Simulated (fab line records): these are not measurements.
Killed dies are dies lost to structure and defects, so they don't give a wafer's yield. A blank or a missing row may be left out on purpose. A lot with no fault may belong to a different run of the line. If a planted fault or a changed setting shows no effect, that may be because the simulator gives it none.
One fault seen from 2 desks    flow sky130    what lay behind the numbers comes last; until then each desk has only its own

== DESK OF THE TOOL OWNER: cvd w-01 ==
The tool's own readings at SKY_VIA4_CVD_18 (deposits W, target thk 505 nm, time 152.14 s): means of the sampled wafers that have a number, for each lot that ran on this tool. The brackets show how far a lot's mean lies from the usual mean; more than 4 standard deviations puts the lot out of limits, marked OUT.
Columns: A = heater power w at SKY_VIA4_CVD_18, usual 899 W; B = susceptor temp C at SKY_VIA4_CVD_18, usual 400.05 C
lot   first seen here  A    B
L515  day 42 22:07     841  400.21
L522  day 45 02:20     843  400.06
L528  day 46 14:02     847  400.00
L529  day 46 21:55     876  407.28 (+30) OUT
L532  day 47 13:37     869  403.62 (+15) OUT
This desk's finding: out of limits on L529, L532; first on L529, day 46 21:55 (susceptor temp C at SKY_VIA4_CVD_18). L515, L522, L528 stayed within limits.

== AT THE METROLOGY DESK ==
What the gauges read, lot by lot, whatever tool the lot ran on: means of the sampled wafers that have a number. The brackets show how far a lot's mean lies from the usual mean; more than 4 standard deviations puts the lot out of limits, marked OUT.
Columns: A = cd nm at SKY_METAL4_CD_MEAS_13, usual 300.1 nm; B = VIA4_W_RS at SKY_VIA4_RS_MEAS_19, usual 0.2313 ohm/sq; C = VIA4_W_THK at SKY_VIA4_THK_MEAS_20, usual 514 nm
lot   first seen here  A      B                  C
L515  day 41 20:16     299.6  0.2309             520
L518  day 42 22:53     299.0  0.2338             506
L522  day 44 01:23     298.2  0.2302             509
L528  day 45 14:41     299.9  0.2342             508
L529  day 45 22:46     297.8  0.2018 (-12) OUT   600 (+13) OUT
L532  day 46 14:56     301.1  0.2173 (-5.6) OUT  552 (+6.0) OUT
L534  day 46 21:53     301.7  0.2324             515
L535  day 47 03:31     299.5  0.2296             518
L536  day 47 08:58     301.1  0.2304             521
L537  day 47 12:34     299.9  0.2327             514
This desk's finding: out of limits on L529, L532; first on L529, day 46 22:04 (VIA4_W_RS at SKY_VIA4_RS_MEAS_19). L515, L518, L522, L528, L534, L535, L536, L537 stayed within limits.

== TAKEN TOGETHER ==
The tool owner's desk could have raised an alarm at day 46 21:55, on L529, L532.
The metrology desk could have raised an alarm at day 46 22:04, on L529, L532.
SKY_VIA4_CVD_18 was run on cvd w-01 by each of the lots named.

== WHAT THE SIMULATOR HAD INSERTED ==
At SKY_VIA4_CVD_18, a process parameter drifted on cvd w-01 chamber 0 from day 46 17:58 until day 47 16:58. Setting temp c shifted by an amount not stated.
Struck lots among those shown: L529, L532.
Fault start to first reading out of limits, in hours, per desk: tool owner, 4; metrology, 4.
